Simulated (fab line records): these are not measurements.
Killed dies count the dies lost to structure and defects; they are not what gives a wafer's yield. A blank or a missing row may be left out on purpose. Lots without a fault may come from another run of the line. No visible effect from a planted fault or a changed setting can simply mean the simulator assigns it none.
Struck lot and sound lot, side by side	flow sky130	17 steps out of a route of 708
Sound: the wafers L272.4, L272.5, L272.6. Struck: wafer L293.4 (left out: L293.2, L293.3 of the same lot, which were not struck); the cause appears at the end.
Per side, at each step with rows, come the tool, then ch with its chambers, and then its first start. Under that, the readings that differ: sound wafers	struck wafers	difference of the means	sigmas: that difference in standard deviations of wafers without a fault.
alike: words and numbers the same on both sides, and readings whose means are apart by under 2 such deviations; not compared: readings that were withheld, readings missing a value for some wafer, numbers with overlapping values and no deviation given by the record, and bounds like >300 which may hide the same value.
A row with sigmas, a row that says differs or no value, or rows on one side alone: a step with any of these is where the two part. When numbers do not overlap yet have no deviation, they are printed without sigmas and do not part them. A reading that every wafer of one side lacks parts them only if that side has two wafers or more.

SKY_VT_ADJUST_LVTN_OVL_MEAS_07:
  sound on overlay-01, day 6 18:32; struck on overlay-02, day 12 15:03
  alike: VT_ADJUST_LVTN_OVL
then, 1 step without rows for these wafers: SKY_VT_ADJUST_LVTN_IMPLANT_08.
SKY_VT_ADJUST_LVTN_STRIP_09: strips in O2/N2.
  sound on plasma-asher-04 ch 0,1, day 6 18:44; struck on plasma-asher-04 ch 0, day 12 15:14
  alike: chamber-pressure-mTorr, drypump-motor-current-A, oes-product-au, strip-time-to-endpoint-s
  not compared: rf-hours-counter-h
SKY_VT_ADJUST_LVTN_TW_MEAS_10:
  sound on film-metro-03, day 6 18:50; struck on film-metro-02, day 12 15:20
  alike: VT_ADJUST_LVTN_TW
then, 7 steps without rows for these wafers: SKY_VT_ADJUST_LVTN_DEHYDRATE_11 (time 60 s); SKY_VT_ADJUST_LVTN_HMDS_12 (prime time 60 s); SKY_VT_ADJUST_LVTN_COAT_13 (resist thk 1140 nm); SKY_VT_ADJUST_LVTN_SOFTBAKE_14 (time 60 s); SKY_VT_ADJUST_LVTN_EXPOSE_15 (exposes mask HVN STD DERIVED, target cd 600 nm); SKY_VT_ADJUST_LVTN_PEB_16; SKY_VT_ADJUST_LVTN_DEVELOP_17 (develop time 60 s).
SKY_VT_ADJUST_LVTN_OVL_MEAS_18:
  sound on overlay-01, day 7 14:22; struck on overlay-02, day 13 15:56
  alike: VT_ADJUST_LVTN_01_OVL
SKY_VT_ADJUST_LVTN_IMPLANT_19:
  sound on implanter-02 ch 0, day 7 14:27; struck on implanter-02 ch 0, day 13 15:59
SKY_VT_ADJUST_LVTN_STRIP_20: strips in O2/N2.
  sound on plasma-asher-01 ch 0,1, day 7 14:34; struck on plasma-asher-04 ch 0, day 13 16:07
  alike: chamber-pressure-mTorr, drypump-motor-current-A, oes-product-au, strip-time-to-endpoint-s
  not compared: rf-hours-counter-h
SKY_VT_ADJUST_LVTN_TW_MEAS_21:
  sound on film-metro-02, day 7 14:40; struck on film-metro-02, day 13 16:13
reading	sound	struck	difference	sigmas
VT_ADJUST_LVTN_2_TW	186.1 185.4 186.0	174.6	-11.2	-8
then, 1 step without rows for these wafers: SKY_VT_ADJUST_NCORE_DEHYDRATE_00 (time 60 s).
-- a jump in the record: the struck wafers' starts before and after are 37 days apart (it breaks off in module VT_ADJUST_NCORE and resumes in module PAD_OPEN, where the first step shown is number 708 of the route) --
SKY_PAD_OPEN_PROBE_99:
  sound on prober-02, day 45 16:44; struck on prober-01, day 50 08:32
reading	sound	struck	difference	sigmas
model.etest.res-pwell-under-gate.rs-ohm-sq	2289 2265 2284	2308	+29	
model.etest.tip_n_5v.rs-ohm-sq-range	32.36 38.56 31.47	50.96	+16.83	
model.etest.nfet-g5v0d10v5.body-rise-v (V)	0.6668 0.6709 0.6703	0.6317	-0.0376	
model.etest.nfet_16v.body-rise-v (V)	0.6615 0.6656 0.6667	0.6281	-0.0365	
model.etest.nfet-g5v0d10v5.vt-sat-v (V)	0.761 0.772 0.7659	0.7213	-0.0450	
model.etest.nfet-g5v0d10v5.vt-v (V)	0.8167 0.8306 0.8256	0.7889	-0.0354	
model.etest.nfet-g5v0d10v5.vt-v-range	0.01166 0.008708 0.01288	0.03704	+0.02596	
model.etest.nfet_16v.vt-v (V)	0.7644 0.7759 0.7722	0.7422	-0.0286	
  alike: killed_at_M0_to_M3, killed_at_M4_up, killed-at-contacts, killed-at-front-end, killed-at-other, killed-dies, killed-open, killed-short

WHERE THEY PART
At SKY_VT_ADJUST_LVTN_TW_MEAS_21 and nowhere else, as far as this record goes. Later steps at which nothing parts them and some readings are alike: SKY_PAD_OPEN_PROBE_99.

WHY: what the simulator had put in
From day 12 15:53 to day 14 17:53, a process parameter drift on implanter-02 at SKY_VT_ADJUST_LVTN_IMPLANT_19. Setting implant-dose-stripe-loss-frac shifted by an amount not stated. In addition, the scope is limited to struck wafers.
